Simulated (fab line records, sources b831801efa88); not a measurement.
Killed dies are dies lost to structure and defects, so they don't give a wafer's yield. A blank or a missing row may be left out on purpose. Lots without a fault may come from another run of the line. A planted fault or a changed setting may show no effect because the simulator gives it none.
Chamber matching | flow gf180mcu | GF_V2_CMP_26 on cmp-01: 4 sister chambers
The step polishes, stops on SiO2, t overpolish 15 s, target thk 0 nm. 8 wafers are shown with their chamber, then 8 later ones without.

WAFERS WITH THEIR CHAMBER
wafer  | chamber | motor_current_A (A) | time_to_endpoint_s (s)
L995.3 | 1       | 11.1                | 91
L996.3 | 1       | 10.7                | 91
L997.2 | 3       | 11.7                | 85
L997.4 | 2       | 9.7                 | 84
L998.3 | 0       | 10.6                | 82
L998.4 | 2       | 9.9                 | 83
L998.6 | 3       | 11.3                | 87
L105.1 | 0       | 10.2                | 89

WAFERS WITHOUT THEIR CHAMBER
wafer  | motor_current_A (A) | time_to_endpoint_s (s)
L105.5 | 9.4                 | 86
L105.6 | 11.3                | 92
L106.1 | 11.2                | 77
L106.3 | 10.1                | 77
L106.6 | 10.4                | 84
L107.1 | 10.6                | 92
L107.2 | 10.0                | 86
L107.5 | 10.4                | 84

WHICH CHAMBER EACH WENT THROUGH
wafer  | from the rows above          | in truth
L105.5 | 2                            | 2
L105.6 | can't be placed: 1 or 3      | 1
L106.1 | can't be placed: 3 or 0 or 1 | 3
L106.3 | can't be placed: 2 or 0      | 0
L106.6 | can't be placed: 0 or 2      | 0
L107.1 | can't be placed: 1 or 0      | 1
L107.2 | can't be placed: 2 or 0      | 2
L107.5 | can't be placed: 0 or 2      | 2
Placed correctly: 1 of 8. Can't be placed from these rows: 7 (the true chamber is among the candidates in 7). Placed wrongly: 0.
How it was worked out, from the rows above alone: a wafer's distance from a chamber is the root of the sum, over the readings, of the square of ((its reading less the chamber's mean) divided by the reading's scatter). The wafer belongs to the nearest chamber; if the next one is less than 2 further off, it can't be placed. A chamber's mean is the mean of its shown wafers. The scatter: the root of (the sum of the squares of (reading less its chamber's mean) over the shown wafers, divided by (wafers less chambers)).
